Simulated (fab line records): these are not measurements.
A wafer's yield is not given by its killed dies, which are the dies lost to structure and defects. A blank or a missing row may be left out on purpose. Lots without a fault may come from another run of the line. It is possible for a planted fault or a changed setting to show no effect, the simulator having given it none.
The tool behind it: which one?	flow sky130	Sampling: 12 lots, 36 wafers, 5 of 708 route steps

## WHAT THE GAUGES SHOWED, per wafer
SKY_VIA3_CD_MEAS_12: the cd target is 200 nm.
lot	measured	on	cdNm (nm)
L075	day 40 08:05	cdSem-01	200.7 200.3 200.5
L077	day 41 07:25	cdSem-02	202.7 204.9 201.6
L079	day 41 15:36	cdSem-02	201.1 201.4 202.0
L080	day 42 00:40	cdSem-02	198.7 199.7 201.1
L083	day 42 05:13	cdSem-02	198.2 199.2 198.3
L086	day 43 00:09	cdSem-02	199.5 200.4 201.7
L087	day 43 06:14	cdSem-02	201.0 202.3 201.8
L089	day 44 16:20	cdSem-02	200.1 200.1 198.9
L090	day 44 17:19	cdSem-02	198.7 199.6 200.1
L093	day 45 01:26	cdSem-02	202.9 202.2 203.2
L095	day 45 17:41	cdSem-02	202.4 202.1 202.6
L097	day 45 23:23	cdSem-02	202.1 202.0 202.9

## EACH LOT AND THE TOOL THAT RAN IT (in order: tool; ch and the chambers of the sampled wafers; start)
lot	SKY_VIA1_SPUTTER_20	SKY_METAL2_ETCH_18	SKY_METAL3_SPUTTER_03	SKY_CAPM_CVD_00
L075	pvdSputter-04, day 34 19:07	rieMetal-04 ch 0,1, day 35 22:37	pvdSputter-02, day 37 02:17	pecvd-02 ch 0,1,2, day 37 02:20
L077	pvdSputter-01, day 35 19:40	rieMetal-04 ch 0,1, day 36 21:52	pvdSputter-03, day 38 03:35	pecvd-04 ch 0,1,2, day 38 03:40
L079	pvdSputter-04, day 36 05:58	rieMetal-01 ch 0, day 37 08:51	pvdSputter-02, day 38 12:52	pecvd-03 ch 1,2, day 38 12:56
L080	pvdSputter-02, day 36 14:46	rieMetal-01 ch 0,1, day 37 17:44	pvdSputter-01, day 38 22:13	pecvd-03 ch 0,2, day 38 22:17
L083	pvdSputter-04, day 36 19:25	rieMetal-01 ch 0,1, day 37 22:20	pvdSputter-03, day 39 03:16	pecvd-04 ch 0,1,2, day 39 03:20
L086	pvdSputter-02, day 37 18:04	rieMetal-01 ch 0, day 38 20:25	pvdSputter-01, day 39 23:38	pecvd-02 ch 0,2, day 39 23:43
L087	pvdSputter-01, day 38 00:31	rieMetal-01 ch 0,1, day 39 02:40	pvdSputter-02, day 40 05:48	pecvd-02 ch 0,1, day 40 05:52
L089	pvdSputter-04, day 39 13:52	rieMetal-04 ch 0,1, day 40 14:45	pvdSputter-01, day 41 17:41	pecvd-04 ch 0,2, day 41 17:45
L090	pvdSputter-01, day 39 15:46	rieMetal-02 ch 0,1, day 40 16:43	pvdSputter-02, day 41 18:44	pecvd-02 ch 0,1, day 41 18:48
L093	pvdSputter-02, day 39 23:31	rieMetal-04 ch 0,1, day 41 00:09	pvdSputter-03, day 42 03:29	pecvd-03 ch 0,1,2, day 42 03:34
L095	pvdSputter-02, day 40 15:46	rieMetal-01 ch 0,1, day 41 18:42	pvdSputter-01, day 42 22:22	pecvd-04 ch 1,2, day 42 22:25
L097	pvdSputter-04, day 40 22:52	rieMetal-04 ch 0, day 42 00:13	pvdSputter-02, day 43 02:11	pecvd-03 ch 1,2, day 43 02:15
- SKY_VIA1_SPUTTER_20: material TiN, target thk 20 nm, time 80 s.
- SKY_METAL2_ETCH_18: etches BARC in N2/H2, stops on SiO2, time 45.9 s, target depth 60 nm.
- SKY_METAL3_SPUTTER_03: material Ti, target thk 5 nm, time 3.3 s.
- SKY_CAPM_CVD_00: deposits SiO2, target thk 15.5 nm.

## THE ANSWER, worked out from the rows above alone
Rule: the lots themselves supply what counts as usual. The widest of any qualifying gaps counts: lots, ordered by their means at a reading, are off when they make up no more than a third of the lots, leave a main group of 4 or more, and stand apart from it by 3 or more times the standard deviation of that group's means. A main group whose means are all the same, to the digits that the tables above print for the reading, isn't used. Also off: a lot with no number at a reading for which 4 or more lots have one. Any other lot the step has rows for is counted as sound.
Across all readings shown, no lot is off: no conclusion can be drawn from this.

## WHAT HAD BEEN PUT IN BY THE SIMULATOR
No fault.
